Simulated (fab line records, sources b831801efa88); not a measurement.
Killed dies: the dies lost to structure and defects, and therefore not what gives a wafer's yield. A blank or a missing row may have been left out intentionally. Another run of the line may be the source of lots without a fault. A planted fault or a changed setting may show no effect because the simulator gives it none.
fab line records ; flow sky130
[record] lots = 6; wafers = 16; lastDay = 50
route steps=708 shown VT_ADJUST_NCORE@128 VT_ADJUST_HVTR@131 VT_ADJUST_PCH@143 PAD_OPEN@708
lots with no fault: from the same line, run without faults
startH: hours from the record's first day to the start of the lot's first wafer shown ; waitH: how many hours have passed since the lot's step before this one ; " the same as in the row above ; L1.1+2: several wafers, shown together as one row ; - no value, or no start given ; * or withheld: withheld ; < > ~ a bound
route shown NAME@n: a module of which the file shows steps, and the number in the route of the first ; usual: average and standard deviation across the fault-free wafers ; same: alike in all rows ; chamber/n: place in a boat ; sites: each site's reading ; _std_site: the values' standard deviation ; _edge_site: mean of outer sites minus mean of inner sites ; radiusMm: for every site, how far away it sits from the centre of the wafer ; mask NAME#n: copy n ; behind: the last tool/chamber to shape the wafer ; hold: why the lot went on hold/how many hours it stayed there/how the hold came to an end ; device: whichever transistor did not switch (one of n, p or np) ; end of line: at the end of the route, the tests of the same wafers ; a step given without rows: its recipe and nothing more ; killed: count of dies lost to structure and defects at first sort (not the wafer's yield) ; map: a wafer's dies, x killed, . not, _ none there
set.NAME: setting as actually run; set.NAME@STEP: the setting as run at that earlier step ; model.NAME: the simulator's own value behind a step, which no gauge read
lots at some steps of the route; a table a step, a row a wafer
services: when a tool's chamber went out of use (startH, in hours from the record's first day, below 0 if earlier), for how many hours, and the reason
[[steps]]
[step SKY_VT_ADJUST_NCORE_IMPLANT_09]
[recipe] species = B; energyKev = 10; doseCm2 = 2.4e+12; tiltDeg = withheld
[step SKY_VT_ADJUST_NCORE_STRIP_10]
[recipe] chemistry = O2/N2; powerW = 1400; pressureMtorr = 1500; platenTempC = withheld; o2FlowSccm = 3000; n2FlowSccm = 300; overashFraction = 0.5
[usual] drypumpMotorCurrentA = 5.9/0.33; oesProductAu = 0.716/0.0043; stripTimeToEndpointS = 14.21/0.032
[same] overashFraction = 0.5
lot.wafer;tool;chamber;startH;waitH;drypumpMotorCurrentA;oesProductAu;rfHoursCounterH;stripTimeToEndpointS
L124.1;plasmaAsher-03;0;205.51;0.1;5.9;0.710;53;14.22
L124.2;plasmaAsher-03;1;205.51;0.1;6.0;0.720;53;14.28
L124.4;plasmaAsher-03;0;205.51;0.1;5.9;0.719;-;14.25
L127.1;plasmaAsher-02;0;221.69;0.1;6.6;0.714;8;14.23
L127.5;plasmaAsher-02;0;221.69;0.1;6.6;0.716;-;14.20
L127.6;plasmaAsher-02;1;221.69;0.1;5.5;0.727;-;14.24
L132.1;plasmaAsher-04;0;258.97;0.1;5.8;0.712;57;14.18
L132.6;plasmaAsher-04;0;258.97;0.1;5.8;0.711;-;14.20
L133.2;plasmaAsher-03;1;267.31;0.1;5.9;0.715;57;14.18
L133.5;plasmaAsher-03;1;267.31;0.1;5.9;0.715;-;14.20
L143.1;plasmaAsher-02;1;338.19;0.1;5.4;0.711;19;14.20
L143.5;plasmaAsher-02;1;338.19;0.1;5.5;0.721;-;14.18
L143.6;plasmaAsher-02;0;338.19;0.1;6.6;0.715;-;14.21
L144.1;plasmaAsher-02;0;348.69;0.1;6.6;0.707;20;14.20
L144.4;plasmaAsher-02;1;348.69;0.1;5.4;0.706;-;14.22
L144.5;plasmaAsher-02;1;348.69;0.1;5.5;0.716;-;14.16
[step SKY_VT_ADJUST_NCORE_TW_MEAS_11]
[usual] VT_ADJUST_NCORE_TW = 219.8/1.3
lot.wafer;tool;chamber;startH;waitH;VT_ADJUST_NCORE_TW
L124.1;filmMetro-01;-;205.61;0.1;218.7
L124.2;filmMetro-01;-;205.61;0.1;217.4
L124.4;filmMetro-01;-;205.61;0.1;218.7
L127.1;filmMetro-04;-;221.79;0.1;220.8
L127.5;filmMetro-04;-;221.79;0.1;221.7
L127.6;filmMetro-04;-;221.79;0.1;220.5
L132.1;filmMetro-04;-;259.07;0.1;220.1
L132.6;filmMetro-04;-;259.07;0.1;218.7
L133.2;filmMetro-04;-;267.42;0.1;219.7
L133.5;filmMetro-04;-;267.42;0.1;220.5
L143.1;filmMetro-02;-;338.29;0.1;221.2
L143.5;filmMetro-02;-;338.29;0.1;222.6
L143.6;filmMetro-02;-;338.29;0.1;221.8
L144.1;filmMetro-01;-;348.79;0.1;219.7
L144.4;filmMetro-01;-;348.79;0.1;218.0
L144.5;filmMetro-01;-;348.79;0.1;217.8
[step SKY_VT_ADJUST_HVTR_DEHYDRATE_00]
[recipe] tempC = 200; timeS = 60
[step SKY_VT_ADJUST_HVTR_HMDS_01]
[recipe] primeTimeS = 60; primeTempC = 120
[step SKY_VT_ADJUST_HVTR_COAT_02]
[recipe] resist = NOVOLAK; spinRpm = 3000; resistThkNm = 1140
[step SKY_VT_ADJUST_HVTR_SOFTBAKE_03]
[recipe] tempC = 90; timeS = 60; resist = NOVOLAK
[step SKY_VT_ADJUST_HVTR_EXPOSE_04]
[recipe] maskId = HVTRM; targetCdNm = 380; na = 0.6; sourceShape = conventional; sigmaOuter = 0.6; doseMj = 150
[step SKY_VT_ADJUST_HVTR_PEB_05]
[recipe] tempC = withheld; timeS = *; resist = NOVOLAK
[step SKY_VT_ADJUST_HVTR_DEVELOP_06]
[recipe] developTimeS = 60; devTempC = 23
[step SKY_VT_ADJUST_HVTR_CD_MEAS_07]
[recipe] targetCdNm = 380
[usual] cdNm = 380.1/2.6
lot.wafer;tool;chamber;startH;waitH;cdNm
L124.1;cdSem-02;-;228.11;0.1;384.0
L124.2;cdSem-02;-;228.11;0.1;382.8
L124.4;cdSem-02;-;228.11;0.1;384.5
L127.1;cdSem-01;-;245.02;0.1;379.3
L127.5;cdSem-01;-;245.02;0.1;377.2
L127.6;cdSem-01;-;245.02;0.1;381.0
L132.1;cdSem-02;-;283.06;0.1;382.0
L132.6;cdSem-02;-;283.06;0.1;380.4
L133.2;cdSem-02;-;291.14;0.1;384.3
L133.5;cdSem-02;-;291.14;0.1;385.2
L143.1;cdSem-01;-;364.85;0.1;379.9
L143.5;cdSem-01;-;364.85;0.1;381.2
L143.6;cdSem-01;-;364.85;0.1;380.4
L144.1;cdSem-02;-;376.12;0.1;382.7
L144.4;cdSem-02;-;376.12;0.1;384.2
L144.5;cdSem-02;-;376.12;0.1;383.7
[step SKY_VT_ADJUST_HVTR_OVL_MEAS_08]
[usual] VT_ADJUST_HVTR_OVL = -0.6/1.2
lot.wafer;tool;chamber;startH;waitH;VT_ADJUST_HVTR_OVL[nm]
L124.1;overlay-02;-;228.23;0.1;-0.2
L124.2;overlay-02;-;228.23;0.1;-0.2
L124.4;overlay-02;-;228.23;0.1;-1.1
L127.1;overlay-01;-;245.14;0.1;-1.1
L127.5;overlay-01;-;245.14;0.1;-0.2
L127.6;overlay-01;-;245.14;0.1;-1.5
L132.1;overlay-02;-;283.18;0.1;1.3
L132.6;overlay-02;-;283.18;0.1;-3.8
L133.2;overlay-02;-;291.24;0.1;-0.7
L133.5;overlay-02;-;291.24;0.1;0.3
L143.1;overlay-01;-;364.97;0.1;-1.4
L143.5;overlay-01;-;364.97;0.1;0.6
L143.6;overlay-01;-;364.97;0.1;1.0
L144.1;overlay-02;-;376.24;0.1;-1.1
L144.4;overlay-02;-;376.24;0.1;-1.4
L144.5;overlay-02;-;376.24;0.1;-2.3
[step SKY_VT_ADJUST_HVTR_IMPLANT_09]
[recipe] species = B; energyKev = 10; doseCm2 = 2.1e+12; tiltDeg = withheld
[usual] beamOnS = 10.01/0.19; faradayCurrentUA = 11.83/0.23
lot.wafer;tool;chamber;startH;waitH;beamOnS;faradayCurrentUA
L124.1;implanter-01;0;228.26;0.0;10.33;11.41
L124.2;implanter-01;0;228.26;0.0;9.83;12.03
L124.4;implanter-01;0;228.26;0.0;10.18;11.59
L127.1;implanter-03;0;245.17;0.0;10.00;11.77
L127.5;implanter-03;0;245.17;0.0;9.89;12.00
L127.6;implanter-03;0;245.17;0.0;10.18;11.63
L132.1;implanter-03;0;283.21;0.0;7.78;15.30
L132.6;implanter-03;0;283.21;0.0;10.05;11.77
L133.2;implanter-03;0;291.30;0.0;10.20;11.63
L133.5;implanter-03;0;291.30;0.0;7.86;15.06
L143.1;implanter-01;0;365.01;0.0;9.76;12.13
L143.5;implanter-01;0;365.01;0.0;9.91;11.96
L143.6;implanter-01;0;365.01;0.0;10.02;11.80
L144.1;implanter-03;0;376.27;0.0;10.04;11.82
L144.4;implanter-03;0;376.27;0.0;9.86;11.97
L144.5;implanter-03;0;376.27;0.0;10.28;11.50
[step SKY_VT_ADJUST_HVTR_STRIP_10]
[recipe] chemistry = O2/N2; powerW = 1400; pressureMtorr = 1500; platenTempC = withheld; o2FlowSccm = 3000; n2FlowSccm = 300; overashFraction = 0.5
[usual] drypumpMotorCurrentA = 5.73/0.24; oesProductAu = 0.715/0.004; stripTimeToEndpointS = 14.21/0.037
[same] overashFraction = 0.5
lot.wafer;tool;chamber;startH;waitH;drypumpMotorCurrentA;oesProductAu;rfHoursCounterH;stripTimeToEndpointS
L124.1;plasmaAsher-04;0;228.41;0.1;5.81;0.719;54;14.24
L124.2;plasmaAsher-04;1;228.41;0.1;5.84;0.715;54;14.21
L124.4;plasmaAsher-04;1;228.41;0.1;5.88;0.716;-;14.22
L127.1;plasmaAsher-04;0;245.32;0.1;5.80;0.713;55;14.19
L127.5;plasmaAsher-04;0;245.32;0.1;5.80;0.715;-;14.17
L127.6;plasmaAsher-04;1;245.32;0.1;5.93;0.717;-;14.20
L132.1;plasmaAsher-04;1;283.36;0.1;5.89;0.716;59;14.25
L132.6;plasmaAsher-04;1;283.36;0.1;5.90;0.714;-;14.28
L133.2;plasmaAsher-04;1;291.42;0.1;5.84;0.714;60;14.13
L133.5;plasmaAsher-04;0;291.42;0.1;5.78;0.719;-;14.19
L143.1;plasmaAsher-04;1;365.16;0.1;5.89;0.720;65;14.24
L143.5;plasmaAsher-04;0;365.16;0.1;5.79;0.713;-;14.22
L143.6;plasmaAsher-04;1;365.16;0.1;5.86;0.712;-;14.24
L144.1;plasmaAsher-01;1;376.42;0.1;5.74;0.718;59;14.15
L144.4;plasmaAsher-01;1;376.42;0.1;5.73;0.718;-;14.15
L144.5;plasmaAsher-01;1;376.42;0.1;5.73;0.720;-;14.16
[step SKY_VT_ADJUST_HVTR_TW_MEAS_11]
[usual] VT_ADJUST_HVTR_TW = 211.1/1.7
lot.wafer;tool;chamber;startH;waitH;VT_ADJUST_HVTR_TW
L124.1;filmMetro-02;-;228.51;0.1;213.1
L124.2;filmMetro-02;-;228.51;0.1;212.2
L124.4;filmMetro-02;-;228.51;0.1;211.6
L127.1;filmMetro-04;-;245.42;0.1;211.8
L127.5;filmMetro-04;-;245.42;0.1;210.6
L127.6;filmMetro-04;-;245.42;0.1;211.5
L132.1;filmMetro-03;-;283.46;0.1;195.1
L132.6;filmMetro-03;-;283.46;0.1;208.0
L133.2;filmMetro-04;-;291.53;0.1;211.3
L133.5;filmMetro-04;-;291.53;0.1;197.4
L143.1;filmMetro-03;-;365.26;0.1;209.2
L143.5;filmMetro-03;-;365.26;0.1;210.0
L143.6;filmMetro-03;-;365.26;0.1;208.0
L144.1;filmMetro-04;-;376.52;0.1;210.6
L144.4;filmMetro-04;-;376.52;0.1;209.4
L144.5;filmMetro-04;-;376.52;0.1;209.8
[step SKY_VT_ADJUST_PCH_DEHYDRATE_00]
[recipe] tempC = 200; timeS = 60
[step SKY_PAD_OPEN_PROBE_99]
[usual] killed_at_M0_to_M3 = 45/7.3; killed_at_M4_up = 3.2/1.8; killedAtContacts = 25/5.5; killedAtFrontEnd = 15/4.2; killedAtOther = 0.3/0.69; killedDies = 89/9.4; killedOpen = 49/6.6; killedShort = 40/6.4
[same] grossDies = 492; killedAtBackSide = 0
lot.wafer;tool;chamber;startH;waitH;killed_at_M0_to_M3;killed_at_M4_up;killedAtContacts;killedAtFrontEnd;killedAtOther;killedDies;killedOpen;killedShort;model.etest.pfet_01v8_mvt.driveUaUm;model.etest.pfet_01v8_mvt.offLog10AUm;model.etest.pfet_01v8_mvt.vtSatV;model.etest.pfet_01v8_mvt.vtV;model.etest.pfet_01v8_mvt.vtLongV
L124.1;prober-01;-;1094.71;0.1;38;3;12;17;0;70;38;32;154.5;-10.73;-0.5742;-0.6644;-0.8672
L124.2;prober-01;-;1094.76;0.1;44;5;27;12;0;88;40;44;152.5;-10.47;-0.5666;-0.6591;-0.8662
L124.4;prober-01;-;1094.86;0.2;35;1;22;14;1;73;43;30;154.6;-10.42;-0.5696;-0.6628;-0.8685
L127.1;prober-01;-;1108.28;0.1;43;4;32;12;0;91;49;42;153.4;-10.39;-0.546;-0.6343;-0.8462
L127.5;prober-01;-;1108.48;0.2;43;1;18;17;0;79;47;32;154.9;-10.37;-0.5405;-0.6294;-0.8432
L127.6;prober-01;-;1108.53;0.2;39;4;26;13;0;82;43;39;155.5;-10.4;-0.5473;-0.6366;-0.8448
L132.1;prober-01;-;1143.96;0.1;43;3;22;26;0;94;53;41;146;-11.54;-0.6314;-0.7075;-0.9078
L132.6;prober-01;-;1144.21;0.2;50;5;28;25;0;108;60;48;150.3;-10.81;-0.5808;-0.6625;-0.8647
L133.2;prober-02;-;1145.56;0.1;46;0;30;17;0;93;58;33;145.8;-11.07;-0.5926;-0.6726;-0.8812
L133.5;prober-02;-;1145.71;0.2;58;4;29;9;0;100;55;45;138.3;-11.91;-0.6549;-0.7282;-0.9254
L143.1;prober-02;-;1196.82;0.1;41;5;26;29;0;101;58;43;146.6;-11.17;-0.5997;-0.6853;-0.8946
L143.5;prober-02;-;1197.02;0.2;39;4;23;15;2;83;49;34;146.7;-11.1;-0.5934;-0.6802;-0.8882
L143.6;prober-02;-;1197.07;0.2;52;1;22;13;0;88;50;38;148.5;-11.37;-0.6044;-0.6876;-0.8969
L144.1;prober-01;-;1198.51;0.1;42;1;25;25;0;93;57;36;147.1;-11.09;-0.591;-0.6748;-0.8772
L144.4;prober-01;-;1198.66;0.2;47;5;18;27;0;97;60;37;147;-11.07;-0.5985;-0.6846;-0.8828
L144.5;prober-01;-;1198.71;0.2;43;7;18;14;0;82;40;42;143.7;-11.1;-0.6029;-0.6822;-0.883
// killed by level:class
L124.1 VIA2:geometricParticle:open=8 VIA3:geometricParticle:open=8 FIELD_ISO:geometricParticle:short=5 FIELD_ISO:geometricParticle:open=5 METAL2:geometricParticle:short=5 LI_CONTACT:geometricParticle:open=4 METAL1:geometricParticle:short=4 VIA1:geometricParticle:open=3
L124.2 VIA1:geometricParticle:open=9 CONTACT:geometricParticle:open=8 LI_CONTACT:geometricParticle:open=7 VIA1:geometricParticle:short=6 VIA3:geometricParticle:open=6 VIA2:geometricParticle:short=6 METAL1:geometricParticle:short=5 LOCAL_INTERCONNECT:geometricParticle:short=5
L124.4 CONTACT:geometricParticle:open=11 VIA3:geometricParticle:open=8 VIA1:geometricParticle:open=7 FIELD_ISO:geometricParticle:short=6 VIA2:geometricParticle:open=6 VIA1:geometricParticle:short=4 LI_CONTACT:geometricParticle:open=4 METAL1:geometricParticle:short=4
L127.1 VIA1:geometricParticle:open=13 CONTACT:geometricParticle:open=11 LI_CONTACT:geometricParticle:open=7 METAL2:geometricParticle:short=6 LOCAL_INTERCONNECT:geometricParticle:short=5 VIA3:geometricParticle:open=5 LI_CONTACT:geometricParticle:short=4 CONTACT:geometricParticle:short=4
L127.5 VIA1:geometricParticle:open=9 METAL2:geometricParticle:short=8 VIA3:geometricParticle:open=7 LI_CONTACT:geometricParticle:open=6 CONTACT:geometricParticle:open=6 POLY_GATE:geometricParticle:open=4 POLY_GATE:geometricParticle:short=4 VIA2:geometricParticle:open=4
L127.6 VIA1:geometricParticle:open=9 LI_CONTACT:geometricParticle:open=8 CONTACT:geometricParticle:open=8 METAL1:geometricParticle:short=8 VIA2:geometricParticle:open=6 CONTACT:geometricParticle:short=6 POLY_GATE:geometricParticle:short=4 METAL2:geometricParticle:short=4
L132.1 CONTACT:geometricParticle:open=10 VIA1:geometricParticle:open=10 FIELD_ISO:geometricParticle:short=7 POLY_GATE:geometricParticle:short=6 LI_CONTACT:geometricParticle:open=6 METAL1:geometricParticle:short=6 VIA3:geometricParticle:open=6 FIELD_ISO:geometricParticle:open=5
L132.6 VIA1:geometricParticle:open=15 CONTACT:geometricParticle:open=13 VIA2:geometricParticle:open=11 CONTACT:geometricParticle:short=8 METAL2:geometricParticle:short=7 VIA1:geometricParticle:short=6 FIELD_ISO:geometricParticle:short=5 POLY_GATE:geometricParticle:short=4
L133.2 VIA1:geometricParticle:open=13 CONTACT:geometricParticle:open=12 LI_CONTACT:geometricParticle:open=9 VIA2:geometricParticle:open=8 LOCAL_INTERCONNECT:geometricParticle:short=5 VIA1:geometricParticle:short=5 VIA3:geometricParticle:open=5 FIELD_ISO:geometricParticle:open=4
L133.5 VIA1:geometricParticle:open=12 CONTACT:geometricParticle:open=12 VIA3:geometricParticle:open=12 CONTACT:geometricParticle:short=9 METAL1:geometricParticle:short=9 LOCAL_INTERCONNECT:geometricParticle:short=6 VIA2:geometricParticle:open=6 METAL2:geometricParticle:short=5
L143.1 CONTACT:geometricParticle:open=12 VIA2:geometricParticle:open=9 VIA1:geometricParticle:open=8 VIA3:geometricParticle:open=8 FIELD_ISO:geometricParticle:short=7 FIELD_ISO:geometricParticle:open=6 METAL2:geometricParticle:short=6 POLY_GATE:geometricParticle:open=5
L143.5 CONTACT:geometricParticle:open=8 VIA3:geometricParticle:open=8 VIA1:geometricParticle:open=7 VIA2:geometricParticle:open=7 LI_CONTACT:geometricParticle:open=6 METAL2:geometricParticle:short=6 POLY_GATE:geometricParticle:short=4 LOCAL_INTERCONNECT:geometricParticle:short=4
L143.6 VIA1:geometricParticle:open=13 CONTACT:geometricParticle:open=12 VIA2:geometricParticle:open=7 VIA3:geometricParticle:open=6 VIA3:geometricParticle:short=5 VIA1:geometricParticle:short=5 METAL1:geometricParticle:short=5 FIELD_ISO:geometricParticle:short=4
L144.1 VIA1:geometricParticle:open=12 LI_CONTACT:geometricParticle:open=9 VIA2:geometricParticle:open=7 POLY_GATE:geometricParticle:open=6 METAL2:geometricParticle:short=6 POLY_GATE:geometricParticle:short=5 CONTACT:geometricParticle:open=5 VIA3:geometricParticle:open=5
L144.4 VIA1:geometricParticle:open=15 CONTACT:geometricParticle:open=10 VIA3:geometricParticle:open=7 FIELD_ISO:geometricParticle:short=6 POLY_GATE:geometricParticle:open=6 METAL2:geometricParticle:short=6 FIELD_ISO:geometricParticle:open=5 POLY_GATE:geometricParticle:short=5
L144.5 METAL1:geometricParticle:short=8 CONTACT:geometricParticle:open=7 VIA1:geometricParticle:open=7 VIA1:geometricParticle:short=5 VIA2:geometricParticle:open=5 METAL4:geometricParticle:short=5 FIELD_ISO:geometricParticle:short=4 POLY_GATE:geometricParticle:short=4
[[services]]
tool;chamber;startH;hours;kind
plasmaAsher-02;-;212.40;3.1;repair
plasmaAsher-03;-;216.49;14.6;pm
plasmaAsher-01;-;249.72;1.3;repair
implanter-01;-;279.48;4.0;repair
implanter-01;-;284.03;1.2;repair
implanter-01;-;293.68;2.1;pm
implanter-01;-;307.49;5.0;pm
plasmaAsher-04;-;325.69;0.4;repair
implanter-03;-;328.58;1.1;repair
plasmaAsher-04;-;335.62;4.0;repair
plasmaAsher-04;-;349.05;13.1;repair
[[key]]
[firstSign] step = SKY_VT_ADJUST_HVTR_IMPLANT_09; reading = faradayCurrentUA; direction = up; sigmas = 15; usual = 11.83; struck = 15.18
[effect] step = SKY_VT_ADJUST_HVTR_IMPLANT_09; reading = beamOnS; direction = down; sigmas = 11; usual = 10.01; struck = 7.82
[effect] step = SKY_VT_ADJUST_HVTR_TW_MEAS_11; reading = VT_ADJUST_HVTR_TW; direction = down; sigmas = 8.7; usual = 211.1; struck = 196.2
[modelEffect] step = SKY_PAD_OPEN_PROBE_99; value = etest.pfet_01v8_mvt.driveUaUm; without = 150.7; struck = 142.2
metAt SKY_VT_ADJUST_HVTR_IMPLANT_09
struckWafers L132.1,L133.5
testerLeftOut L132,L133
onsetBetween 245.17 283.21
[fault] kind = processParameterDrift; tool = implanter-03; chamber = -; onsetH = 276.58; steps = SKY_VT_ADJUST_HVTR_IMPLANT_09; channel = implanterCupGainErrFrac; offset = 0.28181; shape = step; endH = 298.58; scope = struckWafersOnly
// testerLeftOut: of these lots the tester's yield and bins aren't shown, on N5 and GAA mostly nor the transistor test; their killed dies are dies lost to structure and defects alone, not to doping, threshold or leakage, so they don't give the yield
